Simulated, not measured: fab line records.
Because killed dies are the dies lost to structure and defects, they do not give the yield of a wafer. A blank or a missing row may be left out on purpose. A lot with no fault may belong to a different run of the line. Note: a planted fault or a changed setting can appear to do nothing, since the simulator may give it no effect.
Struck lot and sound lot, side by side ; flow sky130 ; 15 steps out of a route of 708
Sound: these wafers, L549.1, L549.5, L549.6. Wafers L557.1, L557.3 were the ones struck. Last of all comes the cause.
Order at every step that has rows: each side's tool, ch and its chambers, its first start. Under that, the readings that differ: sound wafers ; struck wafers ; difference of the means ; sigmas: that difference in standard deviations of wafers without a fault.
alike: readings whose means differ by less than 2 such deviations, and words and numbers that are the same on both sides. not compared: withheld readings, readings that some wafer has no value for, bounds like >300 that may hide the same value, and numbers for which the record gives no deviation and whose values overlap.
Wherever a step has rows on one side only, a row that says differs or no value, or a row with sigmas, the two part there. When numbers do not overlap yet have no deviation, they are printed without sigmas and do not part them. A reading that every wafer of one side lacks parts them only if that side has two wafers or more.

SKY_VIA3_OVL_MEAS_13:
  sound on overlay-01, day 41 03:29; struck on overlay-01, day 42 22:04
  alike: VIA3_OVL
SKY_VIA3_ETCH_14: etches BARC in N2/H2, stops on SiO2, time 45.9 s, target depth 60 nm.
  sound on rie-diel-04 ch 1,3, day 41 03:31; struck on rie-diel-03 ch 0,2, day 42 22:06
  alike: chamber-pressure-mTorr, drypump-motor-current-A, oes-product-au, throttle-valve-pct
  not compared: rf-hours-counter-h
then, 1 step without rows for these wafers: SKY_VIA3_ETCH_15 (etches SiO2 in C4F8/O2/Ar, stops on TiN, target depth 507 nm, time 78 s).
SKY_VIA3_STRIP_16: strips in O2/N2.
  sound on plasma-asher-01 ch 0,1, day 41 03:37; struck on plasma-asher-01 ch 0,1, day 42 22:12
  alike: chamber-pressure-mTorr, drypump-motor-current-A, oes-product-au, strip-time-to-endpoint-s
  not compared: rf-hours-counter-h
then, 3 steps without rows for these wafers: SKY_VIA3_STRIP_17 (strips in post etch residue remover, time 1200 s); SKY_VIA3_CLEAN_18 (cleans in IPA, time 180 s); SKY_VIA3_CLEAN_19 (cleans in O3/DIW).
SKY_VIA3_SPUTTER_20: material TiN, target thk 20 nm, time 80 s.
  sound on pvd-sputter-02, day 41 04:13; struck on pvd-sputter-02, day 42 22:49
  alike: throttle-valve-pct
then, 1 step without rows for these wafers: SKY_VIA3_CVD_21 (deposits W, target thk 390 nm, time 117.31 s).
SKY_VIA3_RS_MEAS_22: the measuring method here is four-point-probe.
  sound on film-metro-01, day 41 04:24; struck on film-metro-03, day 42 23:00
  alike: VIA3_W_RS
SKY_VIA3_THK_MEAS_23: measures by xrf.
  sound on film-metro-01, day 41 04:31; struck on film-metro-03, day 42 23:07
  alike: VIA3_W_THK
SKY_VIA3_CMP_24: polishes, stops on SiO2, t overpolish 20 s, target thk 0 nm.
  sound on cmp-01 ch 0,1,2, day 41 04:44; struck on cmp-01 ch 2,3, day 42 23:14
  alike: edge-zone-pressure-frac, motor-current-A, overpolish-run-s, time-to-endpoint-s
SKY_METAL4_SPUTTER_00: material Ti, target thk 15 nm, time 10 s.
  sound on pvd-sputter-04, day 41 04:53; struck on pvd-sputter-04, day 42 23:29
reading;sound;struck;difference;sigmas
model.Ti_of_METAL4_SPUTTER_00.thk-nm (nm);15.1 15.21 15.01;12.97 12.82;-2.21;
  alike: throttle-valve-pct
SKY_METAL4_SPUTTER_01: material TiN, target thk 20 nm, time 16.7 s.
  sound on pvd-sputter-04, day 41 04:54; struck on pvd-sputter-04, day 42 23:30
  alike: throttle-valve-pct
then, 1 step without rows for these wafers: SKY_PAD_OPEN_PROBE_99.

WHERE THEY PART
Nowhere in this record.

WHY: what had been put in by the simulator
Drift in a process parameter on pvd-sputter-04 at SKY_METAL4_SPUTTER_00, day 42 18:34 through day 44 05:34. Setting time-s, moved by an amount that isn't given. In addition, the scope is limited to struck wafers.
